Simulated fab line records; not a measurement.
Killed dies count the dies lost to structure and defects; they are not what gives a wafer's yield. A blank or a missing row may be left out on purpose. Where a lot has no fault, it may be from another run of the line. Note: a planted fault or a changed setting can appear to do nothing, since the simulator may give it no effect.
What tool caused it?	flow gf180mcu	Sampling: 12 lots, 36 wafers, 3 of 602 route steps

WHAT EACH GAUGE READ, for each wafer
GF_V2_OVL_MEAS_15.
lot	measured	on	V2_OVL (nm)
L075	day 20 09:17	overlay-01	-4 2 0
L077	day 21 07:05	overlay-02	0 2 3
L079	day 22 05:59	overlay-02	4 5 2
L081	day 22 22:15	overlay-01	0 5 2
L083	day 23 15:38	overlay-02	2 0 2
L085	day 24 09:17	overlay-01	0 4 3
L087	day 25 00:38	overlay-02	4 1 6
L089	day 25 10:14	overlay-02	7 5 0
L091	day 26 11:20	overlay-01	-2 2 -3
L092	day 26 23:56	overlay-02	1 3 -4
L095	day 27 11:59	overlay-01	-2 0 2
L097	day 28 02:44	overlay-02	-2 2 7

EACH LOT AND THE TOOL THAT RAN IT (in order: tool; ch and the chambers of the sampled wafers; start)
lot	GF_M1_SPUTTER_02	GF_M1_SPUTTER_04
L075	pvdSputter-03, day 16 07:05	pvdSputter-03, day 16 07:08
L077	pvdSputter-01, day 17 03:11	pvdSputter-01, day 17 03:14
L079	pvdSputter-03, day 18 00:32	pvdSputter-03, day 18 00:35
L081	pvdSputter-01, day 18 17:43	pvdSputter-01, day 18 17:46
L083	pvdSputter-01, day 19 12:20	pvdSputter-01, day 19 12:23
L085	pvdSputter-04, day 20 07:35	pvdSputter-04, day 20 07:38
L087	pvdSputter-03, day 21 00:29	pvdSputter-03, day 21 00:32
L089	pvdSputter-01, day 21 11:20	pvdSputter-01, day 21 11:23
L091	pvdSputter-03, day 22 14:23	pvdSputter-03, day 22 14:26
L092	pvdSputter-04, day 23 05:27	pvdSputter-04, day 23 05:30
L095	pvdSputter-01, day 23 19:23	pvdSputter-01, day 23 19:26
L097	pvdSputter-04, day 24 09:17	pvdSputter-04, day 24 09:20
- GF_M1_SPUTTER_02: material AlCu, target thk 450 nm, time 23.9 s.
- GF_M1_SPUTTER_04: material TiN, target thk 50 nm, time 41.7 s.

THE ANSWER, worked out from the rows above alone
Rule: the usual values come from the lots themselves. Put in order of their means at a reading, lots are off if they are a third of the lots or fewer, leave a main group of 4 or more, and stand apart from it by a gap of 3 or more times the standard deviation of the main group's means; of several such gaps the widest counts. A main group whose means are all the same, to the digits that the tables above print for the reading, isn't used. A lot without any number at a reading at which 4 lots or more have one is off too. Where the step has rows for the other lots, those lots are counted as sound.
None of the lots is off at any reading shown; this tells nothing.

WHAT WAS PUT IN BY THE SIMULATOR
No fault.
